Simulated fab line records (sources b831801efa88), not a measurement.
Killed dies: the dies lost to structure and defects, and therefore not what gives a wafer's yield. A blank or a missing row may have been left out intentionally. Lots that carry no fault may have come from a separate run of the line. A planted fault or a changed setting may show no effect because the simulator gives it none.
fab line records    flow sky130
record: lots: 5  wafers: 15  lastDay: 49
route steps=708 shown LDD_P@259 LDD_HVN@267 LDD_HVP@278 PAD_OPEN@708
lots with no fault: from the same line, run without faults
startH: hours from the record's opening day to when the first of the lot's shown wafers began    waitH: time in hours since the lot's previous step    " the same as in the row above    L1.1+2: a single row standing in for several wafers    - value missing, or start not given    * or withheld: withheld    < > ~ a bound
route shown NAME@n: NAME is a module with steps in the file, n the number in the route of the first one    usual: the fault-free wafers' mean and standard deviation    same: alike in all rows    chamber/n: place in a boat    sites: the reading at each site    _std_site: standard deviation of those values    _edge_site: outer sites' mean less inner sites'    radiusMm: for every site, how far away it sits from the centre of the wafer    mask NAME#n: copy n    behind: the tool/chamber that last shaped the wafer    hold: the reason the lot was held/the length of the hold in hours/how it ended    device: names the non-switching transistor (n, p or np)    end of line: at the end of the route, the tests of the same wafers    for a step that has no rows: nothing shown but its recipe    killed: the dies lost at the first sort to structure and to defects; this is not the yield of the wafer    map: a wafer's dies, x killed, . not, _ none there
set.NAME: setting as actually run; set.NAME@STEP: the setting as run at that earlier step    model.NAME: the simulator's own value behind a step, which no gauge read
lots at selected steps of the route; one table per step, one row per wafer
services: the hour from which a tool's chamber was out of use, counted from the record's first day as startH (under 0 if before that day), plus the number of hours and why
== steps ==
step: SKY_LDD_P_EXPOSE_04
recipe: maskId: PSDM  na: 0.6  sourceShape: conventional  sigmaOuter: 0.6  polarization: unpolarized  targetCdNm: 380  doseMj: 138
step: SKY_LDD_P_PEB_05
recipe: tempC: withheld  timeS: *  resist: NOVOLAK
step: SKY_LDD_P_DEVELOP_06
recipe: resist: NOVOLAK  developer: TMAH  developTimeS: 60  devTempC: 23
step: SKY_LDD_P_CD_MEAS_07
recipe: targetCdNm: 380
usual: cdNm: 378.9/2.3
lot.wafer  tool      chamber  startH  waitH  cdNm
L414.1     cdSem-02  -        426.54  0.1    378.0
L414.4     "         -        "       "      377.8
L414.5     "         -        "       "      379.6
L419.3     cdSem-02  -        484.67  0.1    379.8
L419.5     "         -        "       "      380.8
L419.6     "         -        "       "      381.0
L421.2     cdSem-02  -        526.81  0.1    375.3
L421.3     "         -        "       "      375.5
L421.6     "         -        "       "      376.7
L424.1     cdSem-01  -        527.69  0.1    381.4
L424.2     "         -        "       "      382.7
L424.6     "         -        "       "      381.4
L436.1     cdSem-02  -        615.68  0.1    377.0
L436.3     "         -        "       "      380.9
L436.6     "         -        "       "      382.2
step: SKY_LDD_P_OVL_MEAS_08
usual: LDD_P_OVL: -0.2/1.4
lot.wafer  tool        chamber  startH  waitH  LDD_P_OVL[nm]
L414.1     overlay-01  -        426.66  0.1    -0.4
L414.4     "           -        "       "      -0.2
L414.5     "           -        "       "      1.2
L419.3     overlay-02  -        484.76  0.1    -1.1
L419.5     "           -        "       "      -0.5
L419.6     "           -        "       "      -0.8
L421.2     overlay-01  -        526.91  0.1    -2.2
L421.3     "           -        "       "      2.4
L421.6     "           -        "       "      -0.1
L424.1     overlay-01  -        527.81  0.1    -1.7
L424.2     "           -        "       "      3.0
L424.6     "           -        "       "      -0.3
L436.1     overlay-02  -        615.80  0.1    0.3
L436.3     "           -        "       "      -0.4
L436.6     "           -        "       "      0.3
step: SKY_LDD_P_IMPLANT_09
recipe: species: BF2  energyKev: 25.32  doseCm2: 1e+13  tiltDeg: withheld
step: SKY_LDD_P_STRIP_10
recipe: chemistry: O2/N2  powerW: 1400  pressureMtorr: 1500  platenTempC: withheld  o2FlowSccm: 3000  n2FlowSccm: 300  overashFraction: 0.5
usual: drypumpMotorCurrentA: 5.6/0.66  oesProductAu: 0.716/0.0047  stripTimeToEndpointS: 14.208/0.029
lot.wafer  tool            chamber  startH  waitH  drypumpMotorCurrentA  oesProductAu  rfHoursCounterH  stripTimeToEndpointS
L414.1     plasmaAsher-01  1        426.87  0.1    6.2                   0.714         31               14.251
L414.4     "               0        "       "      5.3                   0.719         -                14.220
L414.5     "               1        "       "      6.2                   0.715         -                14.198
L419.3     plasmaAsher-02  0        484.97  0.1    5.1                   0.715         -                14.194
L419.5     "               0        "       "      5.1                   0.717         -                14.206
L419.6     "               1        "       "      5.9                   0.724         -                14.178
L421.2     plasmaAsher-04  1        527.09  0.1    4.7                   0.722         82               14.185
L421.3     "               1        "       "      4.6                   0.715         -                14.181
L421.6     "               1        "       "      4.7                   0.714         -                14.212
L424.1     plasmaAsher-04  1        527.99  0.1    4.7                   0.720         82               14.234
L424.2     "               0        "       "      6.7                   0.724         82               14.280
L424.6     "               0        "       "      6.7                   0.723         -                14.243
L436.1     plasmaAsher-04  1        615.99  0.1    4.7                   0.710         91               14.215
L436.3     "               0        "       "      6.7                   0.726         -                14.153
L436.6     "               1        "       "      4.7                   0.720         -                14.188
step: SKY_LDD_P_TW_MEAS_11
usual: LDD_P_TW: 637/8.8
lot.wafer  tool          chamber  startH  waitH  LDD_P_TW
L414.1     filmMetro-02  -        426.97  0.1    632
L414.4     "             -        "       "      632
L414.5     "             -        "       "      633
L419.3     filmMetro-03  -        485.06  0.1    643
L419.5     "             -        "       "      644
L419.6     "             -        "       "      642
L421.2     filmMetro-04  -        527.20  0.1    631
L421.3     "             -        "       "      629
L421.6     "             -        "       "      636
L424.1     filmMetro-04  -        528.09  0.1    629
L424.2     "             -        "       "      629
L424.6     "             -        "       "      632
L436.1     filmMetro-02  -        616.09  0.1    636
L436.3     "             -        "       "      637
L436.6     "             -        "       "      637
step: SKY_LDD_HVN_DEHYDRATE_00
recipe: tempC: 200  timeS: 60
step: SKY_LDD_HVN_HMDS_01
recipe: primeTimeS: 60  primeTempC: 120
step: SKY_LDD_HVN_COAT_02
recipe: resist: NOVOLAK  spinRpm: 3000  resistThkNm: 300
step: SKY_LDD_HVN_SOFTBAKE_03
recipe: tempC: 90  timeS: 60  resist: NOVOLAK
step: SKY_LDD_HVN_EXPOSE_04
recipe: maskId: HVNTM  na: 0.6  sourceShape: conventional  sigmaOuter: 0.6  polarization: unpolarized  targetCdNm: 700  doseMj: 127
lot.wafer   tool             chamber  startH  waitH  mask
L414.1+4+5  ilineStepper-02  0        442.51  -      HVNTM#0
L419.3+5+6  ilineStepper-01  0        500.02  -      HVNTM#0
L421.2+3+6  ilineStepper-02  0        542.23  -      PSDM#0
L424.1+2+6  ilineStepper-02  0        542.81  -      HVNTM#0
L436.1+3+6  ilineStepper-01  0        630.11  -      HVNTM#0
step: SKY_LDD_HVN_PEB_05
recipe: tempC: withheld  timeS: *  resist: NOVOLAK
step: SKY_LDD_HVN_DEVELOP_06
recipe: resist: NOVOLAK  developer: TMAH  developTimeS: 60  devTempC: 23
step: SKY_LDD_HVN_OVL_MEAS_07
usual: LDD_HVN_OVL: 1.1/1.4
lot.wafer  tool        chamber  startH  waitH  LDD_HVN_OVL[nm]
L414.1     overlay-01  -        457.83  0.1    2.4
L414.4     "           -        "       "      4.9
L414.5     "           -        "       "      1.3
L419.3     overlay-01  -        514.84  0.1    2.3
L419.5     "           -        "       "      2.2
L419.6     "           -        "       "      0.9
L421.2     overlay-02  -        557.29  0.1    -
L421.3     "           -        "       "      -
L421.6     "           -        "       "      -
L424.1     overlay-02  -        557.83  0.1    0.7
L424.2     "           -        "       "      0.2
L424.6     "           -        "       "      0.2
L436.1     overlay-02  -        643.73  0.1    1.8
L436.3     "           -        "       "      1.6
L436.6     "           -        "       "      2.0
step: SKY_LDD_HVN_IMPLANT_08
recipe: species: P  energyKev: 60  doseCm2: 3e+13  tiltDeg: 40
step: SKY_LDD_HVN_STRIP_09
recipe: chemistry: O2/N2  powerW: 1400  pressureMtorr: 1500  platenTempC: withheld  o2FlowSccm: 3000  n2FlowSccm: 300  overashFraction: 0.5
usual: drypumpMotorCurrentA: 5.6/0.37  oesProductAu: 0.408/0.0044  stripTimeToEndpointS: 4.142/0.013
lot.wafer  tool            chamber  startH  waitH  drypumpMotorCurrentA  oesProductAu  rfHoursCounterH  stripTimeToEndpointS
L414.1     plasmaAsher-03  0        458.02  0.1    5.8                   0.410         3                4.131
L414.4     "               1        "       "      5.4                   0.416         -                4.139
L414.5     "               1        "       "      5.4                   0.406         -                4.139
L419.3     plasmaAsher-01  1        515.05  0.1    6.2                   0.405         -                4.144
L419.5     "               0        "       "      5.2                   0.412         -                4.164
L419.6     "               1        "       "      6.2                   0.411         -                4.143
L421.2     plasmaAsher-03  1        557.47  0.1    5.5                   0.400         13               4.145
L421.3     "               1        "       "      5.4                   0.414         -                4.158
L421.6     "               0        "       "      5.8                   0.407         -                4.138
L424.1     plasmaAsher-03  1        558.02  0.1    5.5                   0.406         13               4.133
L424.2     "               0        "       "      5.8                   0.411         13               4.141
L424.6     "               0        "       "      5.8                   0.410         -                4.138
L436.1     plasmaAsher-01  0        643.92  0.1    5.2                   0.409         51               4.171
L436.3     "               1        "       "      6.2                   0.404         -                4.158
L436.6     "               0        "       "      5.2                   0.404         -                4.138
step: SKY_LDD_HVN_TW_MEAS_10
usual: LDD_HVN_TW: 1428/8.4
lot.wafer  tool          chamber  startH  waitH  LDD_HVN_TW
L414.1     filmMetro-02  -        458.12  0.1    1428
L414.4     "             -        "       "      1428
L414.5     "             -        "       "      1437
L419.3     filmMetro-04  -        515.14  0.1    1424
L419.5     "             -        "       "      1420
L419.6     "             -        "       "      1425
L421.2     filmMetro-02  -        557.58  0.1    30
L421.3     "             -        "       "      30
L421.6     "             -        "       "      30
L424.1     filmMetro-04  -        558.12  0.1    1422
L424.2     "             -        "       "      1413
L424.6     "             -        "       "      1415
L436.1     filmMetro-01  -        644.02  0.1    1445
L436.3     "             -        "       "      1435
L436.6     "             -        "       "      1433
step: SKY_LDD_HVP_DEHYDRATE_00
recipe: tempC: 200  timeS: 60
step: SKY_PAD_OPEN_PROBE_99
usual: killed_at_M0_to_M3: 44/6.6  killed_at_M4_up: 2.9/1.8  killedAtContacts: 24/4.8  killedAtFrontEnd: 15/4.5  killedAtOther: 0.3/0.64  killedDies: 86/8.7  killedOnRim: 17/3.8  killedOpen: 47/6.5  killedShort: 39/5.8
same: grossDies: 492  killedAtBackSide: 0
lot.wafer  tool       chamber  startH   waitH  killed_at_M0_to_M3  killed_at_M4_up  killedAtContacts  killedAtFrontEnd  killedAtOther  killedDies  killedOnRim  killedOpen  killedShort  model.etest.pfet_01v8.rOnOhmUm  model.etest.pfetG5v0d10v5.rOnOhmUm  model.etest.pfet_16v.rOnOhmUm  model.etest.nfetG5v0d10v5.rOnOhmUm  model.etest.pfet_01v8.driveUaUm  model.etest.pfet_01v8_lvt.driveUaUm  model.etest.pfetG5v0d10v5.driveUaUm  model.etest.pfet_01v8_hvt.driveUaUm
L414.1     prober-01  -        1071.98  0.1    40                  3                32                11                0              86          14           51          35           2748                            4575                                1.554e+04                      1819                                205.6                            179.3                                358.1                                151
L414.4     prober-01  -        1072.13  0.2    39                  2                23                29                0              93          17           49          44           2834                            4563                                1.465e+04                      1808                                199.2                            179.3                                358.7                                148.6
L414.5     prober-01  -        1072.18  0.2    41                  5                15                18                0              79          14           37          42           2920                            4674                                1.501e+04                      1840                                193.9                            173.4                                352.5                                143.7
L419.3     prober-02  -        1109.01  0.2    51                  6                17                19                0              93          18           55          38           2861                            4493                                1.459e+04                      1786                                193.5                            177                                  365.5                                144.3
L419.5     prober-02  -        1109.11  0.2    36                  2                22                15                0              75          15           40          35           2946                            4566                                1.455e+04                      1813                                188.7                            173.6                                360.2                                138.1
L419.6     prober-02  -        1109.16  0.2    53                  2                26                19                0              100         19           54          46           2934                            4514                                1.498e+04                      1804                                189.7                            174.5                                362.3                                139.7
L421.2     prober-01  -        1137.77  0.1    42                  0                25                425               0              492         96           42          39           5710                            6040                                1.531e+04                      2130                                64.44                            73.88                                263.5                                51.46
L421.3     prober-01  -        1137.82  0.2    43                  3                27                417               2              492         96           53          35           5795                            5996                                1.546e+04                      2117                                63.96                            74.79                                262.3                                51.04
L421.6     prober-01  -        1137.97  0.2    64                  6                31                390               1              492         96           72          39           5703                            5969                                1.56e+04                       2134                                65.13                            74.8                                 264.1                                51.55
L424.1     prober-02  -        1138.44  0.1    52                  2                17                11                0              82          16           42          40           3020                            4645                                1.552e+04                      1832                                185.3                            171.6                                355.5                                136.3
L424.2     prober-02  -        1138.49  0.1    41                  4                23                14                0              82          8            41          41           2916                            4548                                1.44e+04                       1806                                192.6                            176.8                                364.4                                141.3
L436.1     prober-01  -        1186.76  0.1    41                  4                25                22                1              93          21           55          37           2822                            4551                                1.53e+04                       1806                                196                              175.2                                352                                  143.8
L436.3     prober-01  -        1186.86  0.2    36                  4                21                21                0              82          20           42          35           2813                            4545                                1.49e+04                       1793                                200.4                            176.2                                363.2                                148.1
L436.6     prober-01  -        1187.01  0.2    53                  3                16                13                0              85          9            48          36           2914                            4603                                1.478e+04                      1814                                193.1                            174                                  355.6                                144.1
killed by level:class
L414.1 CONTACT:geometricParticle:open=14 VIA1:geometricParticle:open=10 LI_CONTACT:geometricParticle:open=8 VIA3:geometricParticle:open=7 METAL1:geometricParticle:short=7 CONTACT:geometricParticle:short=4 VIA2:geometricParticle:open=4 VIA3:geometricParticle:short=4
L414.4 CONTACT:geometricParticle:open=10 VIA1:geometricParticle:open=9 FIELD_ISO:geometricParticle:open=7 LI_CONTACT:geometricParticle:open=7 FIELD_ISO:geometricParticle:short=5 LOCAL_INTERCONNECT:geometricParticle:short=5 VIA2:geometricParticle:open=5 VIA1:geometricParticle:short=5
L414.5 VIA3:geometricParticle:open=10 CONTACT:geometricParticle:short=6 VIA1:geometricParticle:open=6 VIA2:geometricParticle:open=6 FIELD_ISO:geometricParticle:short=5 METAL2:geometricParticle:short=5 CONTACT:geometricParticle:open=4 VIA1:geometricParticle:short=4
L419.3 VIA1:geometricParticle:open=16 VIA3:geometricParticle:open=9 VIA1:geometricParticle:short=7 VIA2:geometricParticle:open=7 FIELD_ISO:geometricParticle:short=6 POLY_GATE:geometricParticle:open=5 CONTACT:geometricParticle:open=5 CONTACT:geometricParticle:short=4
L419.5 VIA1:geometricParticle:open=11 CONTACT:geometricParticle:open=9 FIELD_ISO:geometricParticle:short=5 VIA2:geometricParticle:open=5 VIA3:geometricParticle:open=5 METAL1:geometricParticle:short=4 POLY_GATE:geometricParticle:short=4 LI_CONTACT:geometricParticle:open=4
L419.6 VIA1:geometricParticle:open=14 CONTACT:geometricParticle:open=12 VIA2:geometricParticle:open=10 METAL2:geometricParticle:short=7 VIA3:geometricParticle:short=7 LI_CONTACT:geometricParticle:open=6 CONTACT:geometricParticle:short=6 FIELD_ISO:geometricParticle:open=5
L421.2 LDD_HVN:areaExpose=411 CONTACT:geometricParticle:open=12 METAL2:geometricParticle:short=7 VIA3:geometricParticle:open=7 VIA1:geometricParticle:open=6 LOCAL_INTERCONNECT:geometricParticle:short=6 FIELD_ISO:geometricParticle:short=5 METAL1:geometricParticle:short=4
L421.3 LDD_HVN:areaExpose=403 VIA1:geometricParticle:open=15 LI_CONTACT:geometricParticle:open=12 CONTACT:geometricParticle:open=8 VIA3:geometricParticle:short=8 VIA1:geometricParticle:short=5 VIA2:geometricParticle:open=5 FIELD_ISO:geometricParticle:short=4
L421.6 LDD_HVN:areaExpose=381 VIA1:geometricParticle:open=18 VIA3:geometricParticle:open=11 LI_CONTACT:geometricParticle:open=9 VIA2:geometricParticle:open=9 CONTACT:geometricParticle:open=8 METAL2:geometricParticle:short=7 LI_CONTACT:geometricParticle:short=4
L424.1 VIA1:geometricParticle:open=12 VIA1:geometricParticle:short=8 METAL2:geometricParticle:short=7 VIA2:geometricParticle:open=6 METAL3:geometricParticle:short=5 LI_CONTACT:geometricParticle:open=5 CONTACT:geometricParticle:open=5 VIA3:geometricParticle:open=5
L424.2 VIA1:geometricParticle:open=8 METAL2:geometricParticle:short=7 VIA3:geometricParticle:open=7 CONTACT:geometricParticle:open=6 LOCAL_INTERCONNECT:geometricParticle:short=5 FIELD_ISO:geometricParticle:short=5 CONTACT:geometricParticle:short=5 LI_CONTACT:geometricParticle:open=5
L436.1 VIA1:geometricParticle:open=14 FIELD_ISO:geometricParticle:short=9 CONTACT:geometricParticle:open=9 VIA2:geometricParticle:open=8 CONTACT:geometricParticle:short=7 LI_CONTACT:geometricParticle:open=6 METAL2:geometricParticle:short=4 POLY_GATE:geometricParticle:open=4
L436.3 VIA1:geometricParticle:open=10 CONTACT:geometricParticle:open=9 VIA2:geometricParticle:open=9 POLY_GATE:geometricParticle:short=4 CONTACT:geometricParticle:short=4 METAL2:geometricParticle:short=4 NWELL:coatMicrobubblePrinted=4 FIELD_ISO:geometricParticle:short=3
L436.6 VIA1:geometricParticle:open=11 VIA3:geometricParticle:open=11 VIA1:geometricParticle:short=6 METAL2:geometricParticle:short=6 CONTACT:geometricParticle:open=5 METAL1:geometricParticle:short=5 VIA2:geometricParticle:open=5 LI_CONTACT:geometricParticle:open=4
map L421.2 (x killed, . not)
__________xxxxxxxxxx_________
________xxxxxxxxxxxxxx_______
______xxxxxxxxxxxxxxxxxx_____
_____xxxxxxxxxxxxxxxxxxxx____
____xxxxxxxxxxxxxxxxxxxxxx___
___xxxxxxxxxxxxxxxxxxxxxxxx__
__xxxxxxxxxxxxxxxxxxxxxxxxxx_
_xxxxxxxxxxxxxxxxxxxxxxxxxxxx
_xxxxxxxxxxxxxxxxxxxxxxxxxxxx
_xxxxxxxxxxxxxxxxxxxxxxxxxxxx
_xxxxxxxxxxxxxxxxxxxxxxxxxxxx
_xxxxxxxxxxxxxxxxxxxxxxxxxxxx
_xxxxxxxxxxxxxxxxxxxxxxxxxxxx
_xxxxxxxxxxxxxxxxxxxxxxxxxxxx
_xxxxxxxxxxxxxxxxxxxxxxxxxxxx
__xxxxxxxxxxxxxxxxxxxxxxxxxx_
___xxxxxxxxxxxxxxxxxxxxxxxx__
____xxxxxxxxxxxxxxxxxxxxxx___
_____xxxxxxxxxxxxxxxxxxxx____
______xxxxxxxxxxxxxxxxxx_____
________xxxxxxxxxxxxxx_______
__________xxxxxxxxxx_________
map L414.4 (x killed, . not)
__________x...x....x_________
________.x............_______
______........x........._____
_____.........x.x........____
____x..xx........x.....x..___
___.x..xx..........x.......__
__.xx..x..............xx...._
_...x.x..x....x........x....x
_......x..x....x.xx.xx...x...
_.x..............x.x.........
_...x....x.x....x.......x...x
_.x..........x......x.xx.....
_x..x.....x......xxx...x.....
_................x....x....x.
_..x..xx.x..x.....xx.x.x..x..
__.x....x.............xxx..._
___...xx..................x__
____................xx....___
_____...x....x......x...x____
______....x.x...xxx..x.._____
________........x....._______
__________....x...xx_________
== services ==
tool             chamber  startH  hours  kind
plasmaAsher-03   -        421.25  9.0    pm
plasmaAsher-03   0        421.25  9.0    ventCycle
plasmaAsher-03   1        421.25  9.0    ventCycle
plasmaAsher-03   0        430.25  -      clean
plasmaAsher-03   1        430.25  -      clean
ilineStepper-02  -        431.79  4.4    pm
plasmaAsher-04   -        434.39  3.2    repair
plasmaAsher-02   -        439.91  0.7    repair
ilineStepper-01  -        456.28  1.7    pm
plasmaAsher-01   -        463.94  14.6   pm
ilineStepper-01  0        470.50  -      calibration
ilineStepper-02  -        485.49  1.7    pm
ilineStepper-02  -        491.99  4.2    repair
plasmaAsher-02   -        494.49  1.0    repair
plasmaAsher-03   -        511.79  0.8    repair
plasmaAsher-03   -        536.27  0.7    repair
ilineStepper-02  0        539.12  -      calibration
plasmaAsher-03   -        545.70  4.1    repair
plasmaAsher-03   -        553.89  0.9    repair
plasmaAsher-02   -        605.98  1.0    repair
plasmaAsher-01   -        611.45  6.5    repair
== key ==
firstSign: step: SKY_LDD_HVN_EXPOSE_04  reading: mask  direction: changed
effect: step: SKY_LDD_HVN_OVL_MEAS_07  reading: LDD_HVN_OVL  direction: missing
effect: step: SKY_LDD_HVN_TW_MEAS_10  reading: LDD_HVN_TW  direction: down  sigmas: 99+  usual: 1428  struck: 30
effect: step: SKY_PAD_OPEN_PROBE_99  reading: killedAtFrontEnd  direction: up  sigmas: 88  usual: 15  struck: 411
modelEffect: step: SKY_PAD_OPEN_PROBE_99  value: etest.pfet_01v8.rOnOhmUm  without: 2904  struck: 5736
moreKillsBornAt: SKY_LDD_HVN_EXPOSE_04@ilineStepper-02: 1195
metAt SKY_LDD_HVN_EXPOSE_04
struckWafers L421.2,L421.3,L421.6
testerLeftOut L421
onsetBetween 442.51 542.23
fault: kind: wrongMask  tool: any  chamber: -  onsetH: 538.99  steps: SKY_LDD_HVN_EXPOSE_04  auxCopy: PSDM#0  scope: struckLotsOnly
testerLeftOut: of these lots the tester's yield and bins aren't shown, on N5 and GAA mostly nor the transistor test; their killed dies are dies lost to structure and defects alone, not to doping, threshold or leakage, so they don't give the yield
